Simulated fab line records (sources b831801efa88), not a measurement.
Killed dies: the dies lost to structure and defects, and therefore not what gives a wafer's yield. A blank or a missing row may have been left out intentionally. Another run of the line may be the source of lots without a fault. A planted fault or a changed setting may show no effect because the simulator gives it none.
fab line records -- flow sky130
[record] lots = 13, wafers = 39, last_day = 50
route steps=708 shown PWDE@84 LDD_HVN@275 METAL2@498 VIA2@528
lots that met no fault: from a run of the same line without faults
start_h: hours from the record's first day to the start of the lot's first wafer shown -- wait_h: hours elapsed since this lot's preceding step -- " identical to the entry in the row above -- L1.1+2: one row covering several wafers at once -- - value missing, or start not given -- * or withheld: withheld -- < > ~ a bound
route shown NAME@n: names a module that has steps shown in the file, with the first one's number in the route -- usual: mean/standard deviation of fault-free wafers -- same: alike in all rows -- chamber/n: place in a boat -- sites: readings site by site -- _std_site: the values' standard deviation -- _edge_site: mean of outer sites minus mean of inner sites -- radius_mm: how far each site lies from the wafer's centre -- mask NAME#n: copy n -- behind: the tool/chamber that last shaped the wafer -- hold: the reason the lot was held/the length of the hold in hours/how it ended -- device: whichever transistor did not switch (one of n, p or np) -- end of line: the same wafers' tests at the end of the route -- step lacking rows: just its recipe -- killed: dies that structure and defects cost at the first sort, which is not the same as the wafer's yield -- map: the dies of a wafer, with x for killed, . for not killed, _ for no die there
set.NAME: the setting the step ran with; set.NAME@STEP: the setting that earlier step ran with -- model.NAME: the simulator's own value behind a step, which no gauge read
route steps across a sampled set of lots; one table per step, one row per wafer
services: a tool's chamber out of use, with start hour (start_h, from the record's first day; less than 0 if before it), hours out, and reason
[[steps]]
[step SKY_NWELL_RS_MEAS_31]
[recipe] thk_meas_gauge = four-point-probe
[usual] PWDE_RS = 5283/16
lot.wafer,tool,chamber,start_h,wait_h,PWDE_RS[ohm/sq]
L953.1,film_metro-04,-,105.28,0.1,5284
L953.5,film_metro-04,-,105.28,0.1,5270
L953.6,film_metro-04,-,105.28,0.1,5324
L954.2,film_metro-03,-,110.70,0.1,5274
L954.3,film_metro-03,-,110.70,0.1,5265
L954.5,film_metro-03,-,110.70,0.1,5249
L956.1,film_metro-04,-,118.84,0.1,5283
L956.2,film_metro-04,-,118.84,0.1,5283
L956.5,film_metro-04,-,118.84,0.1,5282
L957.1,film_metro-01,-,125.46,0.1,5289
L957.5,film_metro-01,-,125.46,0.1,5279
L957.6,film_metro-01,-,125.46,0.1,5272
L958.2,film_metro-01,-,130.63,0.1,5273
L958.3,film_metro-01,-,130.63,0.1,5263
L958.6,film_metro-01,-,130.63,0.1,5269
L959.1,film_metro-03,-,135.38,0.1,5278
L959.5,film_metro-03,-,135.38,0.1,5273
L959.6,film_metro-03,-,135.38,0.1,5260
L960.2,film_metro-03,-,146.28,0.1,5266
L960.3,film_metro-03,-,146.28,0.1,5263
L960.6,film_metro-03,-,146.28,0.1,5266
L967.2,film_metro-04,-,201.50,0.1,5280
L967.5,film_metro-04,-,201.50,0.1,5283
L967.6,film_metro-04,-,201.50,0.1,5274
L966.3,film_metro-03,-,202.15,0.1,5281
L966.5,film_metro-03,-,202.15,0.1,5277
L966.6,film_metro-03,-,202.15,0.1,5297
L968.1,film_metro-04,-,205.53,0.1,5280
L968.3,film_metro-04,-,205.53,0.1,5277
L968.5,film_metro-04,-,205.53,0.1,5273
L971.1,film_metro-01,-,213.46,0.1,5308
L971.2,film_metro-01,-,213.46,0.1,5295
L971.6,film_metro-01,-,213.46,0.1,5287
L975.1,film_metro-03,-,238.38,0.1,5292
L975.4,film_metro-03,-,238.38,0.1,5287
L975.6,film_metro-03,-,238.38,0.1,5312
L976.3,film_metro-03,-,246.26,0.1,5298
L976.5,film_metro-03,-,246.26,0.1,5310
L976.6,film_metro-03,-,246.26,0.1,5302
[step SKY_LDD_HVN_IMPLANT_08]
[recipe] species = P, energy_kev = 60, dose_cm2 = 3e+13, tilt_deg = 40
[usual] tilt_deg = 40.005/0.023
lot.wafer,tool,chamber,start_h,wait_h,tilt_deg
L953.1,implanter-03,0,464.73,0.0,39.992
L953.5,implanter-03,0,464.73,0.0,39.967
L953.6,implanter-03,0,464.73,0.0,39.997
L954.2,implanter-01,0,465.05,0.0,40.006
L954.3,implanter-01,0,465.05,0.0,39.981
L954.5,implanter-01,0,465.05,0.0,40.007
L956.1,implanter-01,0,486.37,0.0,40.015
L956.2,implanter-01,0,486.37,0.0,39.999
L956.5,implanter-01,0,486.37,0.0,40.019
L957.1,implanter-03,0,494.41,0.0,40.001
L957.5,implanter-03,0,494.41,0.0,40.017
L957.6,implanter-03,0,494.41,0.0,40.013
L958.2,implanter-01,0,503.01,0.0,0.012
L958.3,implanter-01,0,503.01,0.0,0.034
L958.6,implanter-01,0,503.01,0.0,0.043
L959.1,implanter-01,0,510.62,0.0,-0.025
L959.5,implanter-01,0,510.62,0.0,-0.034
L959.6,implanter-01,0,510.62,0.0,-0.018
L960.2,implanter-03,0,531.19,0.0,39.992
L960.3,implanter-03,0,531.19,0.0,40.003
L960.6,implanter-03,0,531.19,0.0,39.984
L967.2,implanter-01,0,603.89,0.0,39.972
L967.5,implanter-01,0,603.89,0.0,39.980
L967.6,implanter-01,0,603.89,0.0,39.984
L966.3,implanter-03,0,604.07,0.1,40.032
L966.5,implanter-03,0,604.07,0.1,40.030
L966.6,implanter-03,0,604.07,0.1,40.019
L968.1,implanter-03,0,610.12,0.0,40.006
L968.3,implanter-03,0,610.12,0.0,39.999
L968.5,implanter-03,0,610.12,0.0,40.019
L971.1,implanter-01,0,626.03,0.0,40.044
L971.2,implanter-01,0,626.03,0.0,40.029
L971.6,implanter-01,0,626.03,0.0,39.985
L975.1,implanter-02,0,652.87,0.0,39.984
L975.4,implanter-02,0,652.87,0.0,39.989
L975.6,implanter-02,0,652.87,0.0,39.998
L976.3,implanter-01,0,659.61,0.1,40.038
L976.5,implanter-01,0,659.61,0.1,40.032
L976.6,implanter-01,0,659.61,0.1,39.976
[step SKY_LDD_HVN_TW_MEAS_10]
[usual] LDD_HVN_TW = 1439/14
lot.wafer,tool,chamber,start_h,wait_h,LDD_HVN_TW
L953.1,film_metro-04,-,464.98,0.1,1454
L953.5,film_metro-04,-,464.98,0.1,1447
L953.6,film_metro-04,-,464.98,0.1,1444
L954.2,film_metro-04,-,465.29,0.1,1449
L954.3,film_metro-04,-,465.29,0.1,1457
L954.5,film_metro-04,-,465.29,0.1,1439
L956.1,film_metro-04,-,486.62,0.1,1447
L956.2,film_metro-04,-,486.62,0.1,1445
L956.5,film_metro-04,-,486.62,0.1,1445
L957.1,film_metro-04,-,494.66,0.1,1453
L957.5,film_metro-04,-,494.66,0.1,1454
L957.6,film_metro-04,-,494.66,0.1,1452
L958.2,film_metro-02,-,503.24,0.1,1282
L958.3,film_metro-02,-,503.24,0.1,1274
L958.6,film_metro-02,-,503.24,0.1,1281
L959.1,film_metro-02,-,510.87,0.1,1281
L959.5,film_metro-02,-,510.87,0.1,1286
L959.6,film_metro-02,-,510.87,0.1,1287
L960.2,film_metro-02,-,531.42,0.1,1433
L960.3,film_metro-02,-,531.42,0.1,1436
L960.6,film_metro-02,-,531.42,0.1,1437
L967.2,film_metro-04,-,604.12,0.1,1447
L967.5,film_metro-04,-,604.12,0.1,1447
L967.6,film_metro-04,-,604.12,0.1,1451
L966.3,film_metro-04,-,604.29,0.1,1451
L966.5,film_metro-04,-,604.29,0.1,1444
L966.6,film_metro-04,-,604.29,0.1,1449
L968.1,film_metro-04,-,610.37,0.1,1462
L968.3,film_metro-04,-,610.37,0.1,1448
L968.5,film_metro-04,-,610.37,0.1,1448
L971.1,film_metro-04,-,626.28,0.1,1460
L971.2,film_metro-04,-,626.28,0.1,1467
L971.6,film_metro-04,-,626.28,0.1,1456
L975.1,film_metro-04,-,653.12,0.1,1438
L975.4,film_metro-04,-,653.12,0.1,1456
L975.6,film_metro-04,-,653.12,0.1,1452
L976.3,film_metro-01,-,659.83,0.1,1426
L976.5,film_metro-01,-,659.83,0.1,1421
L976.6,film_metro-01,-,659.83,0.1,1428
[step SKY_METAL2_CD_MEAS_15]
[recipe] target_cd_nm = 140
[usual] cd_nm = 139.9/1.5
lot.wafer,tool,chamber,start_h,wait_h,cd_nm
L953.1,cd_sem-01,-,825.39,-,138.9
L953.5,cd_sem-01,-,825.39,-,139.1
L953.6,cd_sem-01,-,825.39,-,138.0
L954.2,cd_sem-02,-,825.76,-,140.4
L954.3,cd_sem-02,-,825.76,-,140.0
L954.5,cd_sem-02,-,825.76,-,140.3
L956.1,cd_sem-01,-,838.55,-,140.1
L956.2,cd_sem-01,-,838.55,-,139.4
L956.5,cd_sem-01,-,838.55,-,141.6
L957.1,cd_sem-02,-,845.74,-,141.2
L957.5,cd_sem-02,-,845.74,-,141.6
L957.6,cd_sem-02,-,845.74,-,141.1
L958.2,cd_sem-02,-,854.71,-,138.8
L958.3,cd_sem-02,-,854.71,-,138.9
L958.6,cd_sem-02,-,854.71,-,139.2
L959.1,cd_sem-01,-,860.79,-,139.7
L959.5,cd_sem-01,-,860.79,-,142.2
L959.6,cd_sem-01,-,860.79,-,141.5
L960.2,cd_sem-02,-,877.05,-,137.7
L960.3,cd_sem-02,-,877.05,-,137.1
L960.6,cd_sem-02,-,877.05,-,137.3
L967.2,cd_sem-02,-,943.07,-,136.9
L967.5,cd_sem-02,-,943.07,-,136.8
L967.6,cd_sem-02,-,943.07,-,136.8
L966.3,cd_sem-02,-,944.27,-,139.5
L966.5,cd_sem-02,-,944.27,-,138.5
L966.6,cd_sem-02,-,944.27,-,138.2
L968.1,cd_sem-02,-,946.63,-,141.6
L968.3,cd_sem-02,-,946.63,-,140.7
L968.5,cd_sem-02,-,946.63,-,140.6
L971.1,cd_sem-01,-,959.33,-,139.0
L971.2,cd_sem-01,-,959.33,-,140.9
L971.6,cd_sem-01,-,959.33,-,140.5
L975.1,cd_sem-02,-,982.79,-,139.3
L975.4,cd_sem-02,-,982.79,-,138.6
L975.6,cd_sem-02,-,982.79,-,140.2
L976.3,cd_sem-02,-,988.99,-,140.0
L976.5,cd_sem-02,-,988.99,-,139.7
L976.6,cd_sem-02,-,988.99,-,139.9
[step SKY_VIA2_CVD_21]
[recipe] material = W, target_thk_nm = 420, time_s = 126.4, temp_c = 403.3, pressure_torr = 40
[usual] chamber_pressure_Torr = 40.00/0.086, heater_power_w = 859/38
lot.wafer,tool,chamber,start_h,wait_h,chamber_pressure_Torr,heater_power_w,since_wet_clean_h
L953.1,cvd_w-02,1,854.40,0.0,39.84,879,950
L953.5,cvd_w-02,0,854.40,0.0,39.79,950,-
L953.6,cvd_w-02,1,854.40,0.0,39.91,905,-
L954.2,cvd_w-01,0,854.54,0.0,39.84,872,451
L954.3,cvd_w-01,1,854.54,0.0,40.03,857,-
L954.5,cvd_w-01,1,854.54,0.0,39.93,856,-
L956.1,cvd_w-02,1,867.14,0.0,39.93,884,963
L956.2,cvd_w-02,0,867.14,0.0,40.06,956,963
L956.5,cvd_w-02,1,867.14,0.0,40.24,873,-
L957.1,cvd_w-02,1,874.06,0.0,39.98,881,970
L957.5,cvd_w-02,1,874.06,0.0,39.98,890,-
L957.6,cvd_w-02,0,874.06,0.0,40.08,946,-
L958.2,cvd_w-02,0,883.16,0.0,40.01,964,979
L958.3,cvd_w-02,0,883.16,0.0,39.93,928,-
L958.6,cvd_w-02,1,883.16,0.0,40.09,892,-
L959.1,cvd_w-01,0,889.09,0.0,40.02,843,485
L959.5,cvd_w-01,1,889.09,0.0,40.07,857,-
L959.6,cvd_w-01,0,889.09,0.0,40.01,885,-
L960.2,cvd_w-01,1,904.92,0.2,40.18,860,-
L960.3,cvd_w-01,1,904.92,0.2,40.09,849,-
L960.6,cvd_w-01,1,904.92,0.2,40.05,891,-
L967.2,cvd_w-02,0,970.46,0.0,39.98,856,52
L967.5,cvd_w-02,1,970.46,0.0,40.14,788,-
L967.6,cvd_w-02,0,970.46,0.0,39.96,881,-
L966.3,cvd_w-01,1,971.83,0.1,39.97,861,-
L966.5,cvd_w-01,0,971.83,0.1,39.97,852,-
L966.6,cvd_w-01,1,971.83,0.1,40.08,868,-
L968.1,cvd_w-02,1,973.40,0.0,39.86,795,55
L968.3,cvd_w-02,1,973.40,0.0,39.87,779,-
L968.5,cvd_w-02,0,973.40,0.0,40.02,857,-
L971.1,cvd_w-02,1,986.60,0.0,40.09,794,69
L971.2,cvd_w-02,0,986.60,0.0,39.88,844,69
L971.6,cvd_w-02,1,986.60,0.0,40.14,786,-
L975.1,cvd_w-02,1,1008.72,0.0,39.89,789,91
L975.4,cvd_w-02,1,1008.72,0.0,39.91,801,-
L975.6,cvd_w-02,0,1008.72,0.0,39.92,879,-
L976.3,cvd_w-01,1,1014.28,0.1,40.02,860,-
L976.5,cvd_w-01,1,1014.28,0.1,40.00,874,-
L976.6,cvd_w-01,0,1014.28,0.1,40.02,865,-
[[services]]
tool,chamber,start_h,hours,kind
implanter-03,-,444.35,1.0,repair
implanter-03,-,458.56,2.6,repair
cvd_w-01,-,471.78,1.6,repair
cvd_w-02,0,477.59,4.3,repair
cvd_w-02,0,497.01,12.3,repair
implanter-03,-,507.63,20.6,repair
cvd_w-02,-,526.13,6.9,pm
implanter-01,-,527.28,5.3,repair
cvd_w-02,0,539.37,4.3,repair
implanter-01,-,575.99,1.4,repair
cvd_w-01,-,584.66,1.6,repair
cvd_w-02,-,586.27,2.8,pm
cvd_w-02,-,655.33,1.9,repair
implanter-01,-,661.42,4.7,pm
implanter-01,-,741.41,7.7,pm
implanter-01,-,772.41,1.2,repair
implanter-01,-,774.81,2.1,repair
implanter-01,-,839.22,1.6,repair
cvd_w-02,1,842.61,5.9,repair
cvd_w-02,1,860.00,6.6,repair
implanter-01,-,861.62,1.2,repair
implanter-01,-,887.29,5.7,pm
cvd_w-02,-,904.00,14.0,pm
implanter-01,-,914.23,1.1,repair
[[key]]
[first_sign] step = SKY_LDD_HVN_IMPLANT_08, reading = tilt_deg, direction = down, sigmas = 99+, usual = *, struck = *
[effect] step = SKY_LDD_HVN_TW_MEAS_10, reading = LDD_HVN_TW, direction = down, sigmas = 11, usual = 1439, struck = 1282
met_at SKY_LDD_HVN_IMPLANT_08
struck_lots L958,L959
tester_left_out L958,L959
not_acting_at SKY_NWELL_RS_MEAS_31,SKY_METAL2_CD_MEAS_15,SKY_VIA2_CVD_21
onset_between 486.37 503.01
[fault] kind = process_parameter_drift, tool = implanter-01, chamber = -, onset_h = 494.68, steps = SKY_LDD_HVN_IMPLANT_08, channel = tilt_deg, offset = *, shape = step, end_h = 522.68, acts_in = *, stated = *
// tester_left_out: of these lots the tester's yield and bins aren't shown, on N5 and GAA mostly nor the transistor test; their killed dies are dies lost to structure and defects alone, not to doping, threshold or leakage, so they don't give the yield
